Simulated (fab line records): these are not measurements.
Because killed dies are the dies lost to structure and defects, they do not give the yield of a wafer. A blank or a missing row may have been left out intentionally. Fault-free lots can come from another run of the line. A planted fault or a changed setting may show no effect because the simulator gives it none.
Which tool did it? | flow gf180mcu | 14 lots, 42 wafers sampled, at 4 steps of a route of 602

## WHAT THE GAUGES SHOWED, per wafer
GF_V3_CD_MEAS_14 targets a cd of 260 nm. Usual: cdNm at 259.9 nm, with a standard deviation of 1.3.
lot  | measured     | on       | cdNm (nm)         | flag
L344 | day 22 10:10 | cdSem-01 | 259.2 260.5 260.5 | 
L346 | day 23 10:11 | cdSem-02 | 259.9 260.9 261.2 | 
L347 | day 23 18:43 | cdSem-01 | 257.6 257.5 257.6 | 
L348 | day 24 01:00 | cdSem-02 | 261.6 261.3 261.3 | 
L349 | day 24 12:17 | cdSem-01 | 259.4 258.6 258.8 | 
L353 | day 26 02:49 | cdSem-01 | 258.4 259.0 258.2 | 
L356 | day 27 02:17 | cdSem-01 | 261.0 259.9 260.6 | 
L359 | day 28 03:22 | cdSem-02 | 259.0 259.9 258.9 | 
L361 | day 28 10:45 | cdSem-01 | 260.3 261.3 259.8 | 
L360 | day 28 13:19 | cdSem-01 | 261.3 261.1 260.3 | 
L362 | day 28 14:59 | cdSem-02 | 261.0 260.4 261.2 | 
L363 | day 28 18:29 | cdSem-02 | 260.6 259.4 260.5 | 
L365 | day 29 09:14 | cdSem-02 | 259.8 260.1 259.5 | 
L366 | day 29 16:41 | cdSem-01 | 261.6 262.6 260.5 | 

GF_V4_OVL_MEAS_15. Usual: V4_OVL gives 3 nm (standard deviation 4.4).
lot  | measured     | on         | V4_OVL (nm) | flag
L344 | day 24 12:17 | overlay-01 | 1 1 -1      | 
L346 | day 25 09:19 | overlay-02 | 0 6 2       | 
L347 | day 25 16:11 | overlay-02 | 2 1 7       | 
L348 | day 25 23:28 | overlay-02 | -8 -5 -5    | 
L349 | day 26 10:55 | overlay-01 | 3 5 6       | 
L353 | day 27 21:43 | overlay-02 | 7 13 9      | 
L356 | day 28 21:10 | overlay-01 | 6 9 8       | 
L359 | day 29 21:13 | overlay-02 | 2 12 6      | 
L361 | day 30 03:17 | overlay-01 | 7 4 1       | 
L360 | day 30 06:28 | overlay-02 | 3 8 3       | 
L362 | day 30 07:58 | overlay-02 | -1 -2 -5    | 
L363 | day 30 11:05 | overlay-01 | 3 10 7      | 
L365 | day 31 00:37 | overlay-01 | 1 1 -2      | 
L366 | day 31 07:47 | overlay-02 | 5 5 4       | 

GF_M5_CD_MEAS_07 targets a cd of 280 nm. Usual: cdNm at 280.5 nm, with a standard deviation of 1.3.
lot  | measured     | on       | cdNm (nm)         | flag
L344 | day 26 08:41 | cdSem-01 | 283.0 280.9 281.4 | 
L346 | day 27 04:18 | cdSem-01 | 282.9 282.6 280.1 | 
L347 | day 27 12:12 | cdSem-02 | 279.6 279.9 280.0 | 
L348 | day 27 18:30 | cdSem-02 | 280.3 279.0 279.5 | 
L349 | day 28 04:40 | cdSem-02 | 281.7 281.0 280.5 | 
L353 | day 29 13:33 | cdSem-02 | 280.9 281.5 281.1 | 
L356 | day 30 11:47 | cdSem-01 | 281.0 280.3 280.3 | 
L362 | day 31 21:52 | cdSem-01 | 279.8 279.4 280.2 | 
L363 | day 31 23:51 | cdSem-01 | 279.5 279.9 279.5 | 
L365 | day 32 12:25 | cdSem-01 | 280.9 280.9 280.5 | 
L366 | day 32 18:48 | cdSem-01 | 280.6 281.9 281.9 | 

## WHICH TOOL RAN EACH LOT (tool, then ch and the chambers of the sampled wafers, then the start)
lot  | GF_V4_CMP_26
L344 | cmp-01 ch 0,1,2, day 24 13:22
L346 | cmp-01 ch 1,2,3, day 25 10:28
L347 | cmp-01 ch 0,3, day 25 17:23
L348 | cmp-01 ch 0,2,3, day 26 00:40
L349 | cmp-01 ch 0,1,3, day 26 12:05
L353 | cmp-01 ch 0,2,3, day 27 22:52
L356 | cmp-01 ch 0,2,3, day 28 22:16
L359 | cmp-01 ch 0,2, day 29 22:21
L361 | cmp-01 ch 0,3, day 30 04:25
L360 | cmp-02 ch 0,1,3, day 30 07:34
L362 | cmp-01 ch 0,1,3, day 30 09:05
L363 | cmp-02 ch 0,1,2, day 30 12:16
L365 | cmp-01 ch 0,1,2, day 31 01:54
L366 | cmp-02 ch 1,2,3, day 31 09:02
- GF_V4_CMP_26: polishes, stops on SiO2, t overpolish 15 s, target thk 0 nm.

## AS READ BY THE TOOLS THEMSELVES (means over the sampled wafers that have a number; for cases with no such wafer, the mark the record gives instead)
GF_V4_CMP_26. Usual: edgeZonePressureFrac 1.000, standard deviation 0.005; headPressurePsi 3.501 psi, standard deviation 0.008; motorCurrentA 11.2 A, standard deviation 1.1; overpolishRunS 15.000 s, standard deviation 0.0092; timeToEndpointS 86 s, standard deviation 3.9.
lot  | tool   | edgeZonePressureFrac | headPressurePsi (psi) | motorCurrentA (A) | overpolishRunS (s) | timeToEndpointS (s) | flag
L344 | cmp-01 | 0.999                | 3.500                 | 11.8              | 15.006             | 91                  | 
L346 | cmp-01 | 1.005                | 3.501                 | 11.5              | 14.999             | 87                  | 
L347 | cmp-01 | 0.999                | 3.502                 | 12.7              | 15.002             | 89                  | 
L348 | cmp-01 | 1.003                | 3.503                 | 11.8              | 15.003             | 89                  | 
L349 | cmp-01 | 0.999                | 3.499                 | 12.5              | 14.996             | 93                  | 
L353 | cmp-01 | 1.003                | 3.495                 | 11.5              | 14.999             | 90                  | 
L356 | cmp-01 | 1.004                | 3.501                 | 11.7              | 15.001             | 90                  | 
L359 | cmp-01 | -                    | -                     | -                 | -                  | -                   | OFF
L361 | cmp-01 | -                    | -                     | -                 | -                  | -                   | OFF
L360 | cmp-02 | -                    | -                     | -                 | -                  | -                   | OFF
L362 | cmp-01 | 1.002                | 3.498                 | 12.3              | 15.000             | 86                  | 
L363 | cmp-02 | 1.004                | 3.498                 | 10.5              | 15.004             | 83                  | 
L365 | cmp-01 | 1.002                | 3.497                 | 11.9              | 14.998             | 85                  | 
L366 | cmp-02 | 1.003                | 3.503                 | 10.6              | 14.992             | 83                  | 

## THE ANSWER, worked out from the rows above alone
Rule: a lot counts as off when the mean over its wafers that have a number is more than 3 standard deviations away from the usual mean. A lot without any number at a reading at which 4 lots or more have one is off too. Any other lot the step has rows for is counted as sound. Order of review: gauges by route order, followed by the tools' own readings, for which a lot's mean as printed above is used. The first step at which some lot is off is used, and at that step the reading that is off furthest; a lot without a number counts as furthest.
Off: L359, L361, L360 (GF_V4_CMP_26, edgeZonePressureFrac). Without a number there: L359, L361, L360.
A tool fits if, at that step or a process step before it, it ran every lot that is off, and no sound lot after the first of them. No candidate that was tried fits.

## WHAT WAS PUT IN BY THE SIMULATOR
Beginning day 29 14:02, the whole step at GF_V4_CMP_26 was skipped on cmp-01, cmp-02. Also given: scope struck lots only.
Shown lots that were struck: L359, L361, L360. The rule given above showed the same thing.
